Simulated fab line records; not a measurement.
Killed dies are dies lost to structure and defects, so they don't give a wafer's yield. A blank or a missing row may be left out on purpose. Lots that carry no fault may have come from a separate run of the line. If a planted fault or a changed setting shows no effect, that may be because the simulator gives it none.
2 desks, one fault / flow gf180mcu / every desk sees just its own numbers, and what lay behind them comes last

THE METROLOGY DESK
What the gauges read for every lot (on any tool): the sampled wafers with a number, averaged. The brackets show how far a lot's mean lies from the usual mean; more than 4 standard deviations puts the lot out of limits, marked OUT.
Columns: A = CONTACT_CVD_00_THK at GF_CONTACT_THK_MEAS_01, usual 301 nm; B = cd nm at GF_M1_CD_MEAS_14, usual 229.8 nm; C = V1_BOW at GF_V1_BOW_MEAS_05, usual 84 um; D = cd nm at GF_V1_CD_MEAS_14, usual 259.9 nm
lot=L417; first seen here=day 15 11:02; A=304; B=229.5; C=84; D=259.1
lot=L421; first seen here=day 16 23:17; A=305; B=254.0 (+19) OUT; C=83; D=259.9
lot=L422; first seen here=day 17 08:43; A=296; B=253.2 (+18) OUT; C=81; D=261.9
lot=L429; first seen here=day 20 00:22; A=299; B=228.4; C=94; D=259.9
lot=L431; first seen here=day 20 10:15; A=298; B=228.8; C=87; D=260.0
lot=L432; first seen here=day 21 02:58; A=303; B=231.8; C=92; D=261.5
lot=L433; first seen here=day 21 06:17; A=306; B=229.4; C=87; D=261.1
lot=L434; first seen here=day 21 17:40; A=301; B=230.0; C=75; D=261.3
lot=L435; first seen here=day 22 00:36; A=301; B=229.1; C=78; D=261.2
lot=L436; first seen here=day 22 03:39; A=300; B=231.3; C=87; D=257.6
lot=L437; first seen here=day 22 13:34; A=296; B=230.9; C=87; D=259.6
lot=L438; first seen here=day 22 22:10; A=301; B=228.2; C=92; D=258.8
lot=L439; first seen here=day 23 09:10; A=300; B=230.1; C=98; D=259.6
This desk's finding: out of limits on L421, L422; first on L421, day 19 01:31 (cd nm at GF_M1_CD_MEAS_14). Within limits: L417, L429, L431, L432, L433, L434, L435, L436, L437, L438, L439.

FOR THE TOOL OWNER'S DESK: litho track-02
The tool's own readings at GF_M1_PEB_12 (peb time 90 s): means of the sampled wafers that have a number, for each lot that ran on this tool. The brackets show how far a lot's mean lies from the usual mean; more than 4 standard deviations puts the lot out of limits, marked OUT.
Columns: A = exhaust pa at GF_M1_PEB_12, usual 44.9 Pa; B = heater power total W at GF_M1_PEB_12, usual 85.71 W; C = plate temp C at GF_M1_PEB_12, usual 135.02 C
lot=L421; first seen here=day 19 01:10; A=44.9; B=80.27 (-64) OUT; C=128.43 (-47) OUT
lot=L422; first seen here=day 19 10:44; A=44.4; B=80.15 (-65) OUT; C=128.40 (-47) OUT
lot=L431; first seen here=day 22 11:18; A=44.6; B=85.67; C=134.91
lot=L434; first seen here=day 23 17:54; A=45.2; B=85.71; C=134.88
lot=L439; first seen here=day 25 07:41; A=44.4; B=85.67; C=135.16
This desk's finding: out of limits on L421, L422; first on L421, day 19 01:10 (heater power total W at GF_M1_PEB_12). Within limits: L431, L434, L439.

PUT TOGETHER
The tool owner's desk could have raised an alarm at day 19 01:10, on L421, L422.
Metrology desk: alarm possible at day 19 01:31 on L421, L422.
Of the lots named, all ran GF_M1_PEB_12 on litho track-02.

WHAT THE SIMULATOR PUT IN
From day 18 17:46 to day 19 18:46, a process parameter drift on litho track-02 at GF_M1_PEB_12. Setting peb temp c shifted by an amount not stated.
Struck lots among those shown: L421, L422.
Time in hours from fault onset to the first out-of-limits reading at each desk: tool owner's desk 7, metrology desk 8.
